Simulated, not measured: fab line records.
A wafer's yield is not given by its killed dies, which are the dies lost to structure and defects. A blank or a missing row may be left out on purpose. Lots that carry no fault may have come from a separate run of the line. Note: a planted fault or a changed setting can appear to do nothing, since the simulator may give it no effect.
What tool caused it? | flow sky130 | 13 lots with 39 wafers sampled at 2 steps, on a route of 708 steps

WHAT EACH GAUGE READ, for each wafer
SKY_METAL4_CD_MEAS_13 targets a cd of 300 nm. Usual: cd nm 300.0 nm, standard deviation 1.5.
lot  | measured     | on        | cd nm (nm)        | flag
L156 | day 41 18:23 | cd sem-02 | 299.0 298.2 298.5 |
L157 | day 42 00:11 | cd sem-01 | 301.5 303.1 299.9 |
L159 | day 42 19:20 | cd sem-02 | 299.4 299.8 299.4 |
L158 | day 43 04:41 | cd sem-01 | 301.0 300.8 300.3 |
L160 | day 43 06:41 | cd sem-01 | 298.5 300.1 299.1 |
L161 | day 43 10:50 | cd sem-01 | 299.0 298.8 297.8 |
L162 | day 43 16:41 | cd sem-02 | 298.4 298.5 301.0 |
L164 | day 44 11:02 | cd sem-02 | 300.3 300.8 301.6 |
L166 | day 45 03:24 | cd sem-02 | 299.1 298.0 298.9 |
L168 | day 45 15:22 | cd sem-01 | 302.1 302.1 301.9 |
L173 | day 46 19:40 | cd sem-02 | 299.8 301.5 299.7 |
L175 | day 47 05:52 | cd sem-02 | 299.1 301.5 299.4 |
L176 | day 47 09:08 | cd sem-02 | 301.8 302.4 302.2 |

WHAT TOOL EACH LOT RAN ON (gives the tool, then ch and the chambers of the sampled wafers, and finally the start)
lot  | SKY_DNWELL_STRIP_08
L156 | plasma asher-04 ch 0,1, day 3 05:00
L157 | plasma asher-04 ch 0,1, day 3 12:33
L159 | plasma asher-03 ch 0,1, day 4 01:10
L158 | plasma asher-04 ch 0,1, day 4 01:38
L160 | plasma asher-01 ch 0,1, day 4 08:05
L161 | plasma asher-04 ch 1, day 4 09:57
L162 | plasma asher-03 ch 0,1, day 4 14:39
L164 | plasma asher-04 ch 0,1, day 5 05:44
L166 | plasma asher-04 ch 0,1, day 5 13:59
L168 | plasma asher-04 ch 0,1, day 5 22:51
L173 | plasma asher-01 ch 0,1, day 7 07:57
L175 | plasma asher-03 ch 0,1, day 7 16:02
L176 | plasma asher-03 ch 0,1, day 7 22:35
- SKY_DNWELL_STRIP_08: strips in O2/N2.

AS READ BY THE TOOLS THEMSELVES (means over the sampled wafers that have a number; for cases with no such wafer, the mark the record gives instead)
SKY_DNWELL_STRIP_08. Usual: drypump motor current A 5.7 A, standard deviation 0.51; o2 flow sccm 3000 sccm, standard deviation 8.3; oes product au 0.723 a.u., standard deviation 0.0046; strip time to endpoint s 36.94 s, standard deviation 0.12.
lot  | tool            | drypump motor current A (A) | o2 flow sccm (sccm) | oes product au (a.u.) | strip time to endpoint s (s) | flag
L156 | plasma asher-04 | 5.1                         | 2998                | 0.725                 | 36.90                        |
L157 | plasma asher-04 | 5.1                         | 3003                | 0.722                 | 36.92                        |
L159 | plasma asher-03 | 6.2                         | 3001                | 0.726                 | 36.83                        |
L158 | plasma asher-04 | 5.1                         | 3004                | 0.723                 | 36.86                        |
L160 | plasma asher-01 | 5.4                         | 3001                | 0.721                 | 36.93                        |
L161 | plasma asher-04 | 4.9                         | 2997                | 0.720                 | 36.98                        |
L162 | plasma asher-03 | 6.2                         | 2995                | 0.723                 | 37.08                        |
L164 | plasma asher-04 | 5.1                         | 3003                | 0.724                 | 36.96                        |
L166 | plasma asher-04 | 5.1                         | 3007                | 0.722                 | 36.81                        |
L168 | plasma asher-04 | 5.1                         | 3004                | 0.723                 | 36.97                        |
L173 | plasma asher-01 | 5.4                         | 2991                | 0.724                 | 37.04                        |
L175 | plasma asher-03 | 6.3                         | 3001                | 0.722                 | 36.90                        |
L176 | plasma asher-03 | 6.2                         | 2997                | 0.721                 | 37.06                        |

THE ANSWER, worked out from the rows above alone
Rule: a lot counts as off when the mean over its wafers that have a number is more than 3 standard deviations away from the usual mean. Also off: a lot with no number at a reading for which 4 or more lots have one. Where the step has rows for the other lots, those lots are counted as sound. Order of review: gauges by route order, followed by the tools' own readings, for which a lot's mean as printed above is used. At the first step where some lot is off, the reading lying furthest off is the one used; lots without a number count as furthest.
No lot is off at any reading shown: from this, nothing can be told.

WHAT THE SIMULATOR HAD INSERTED
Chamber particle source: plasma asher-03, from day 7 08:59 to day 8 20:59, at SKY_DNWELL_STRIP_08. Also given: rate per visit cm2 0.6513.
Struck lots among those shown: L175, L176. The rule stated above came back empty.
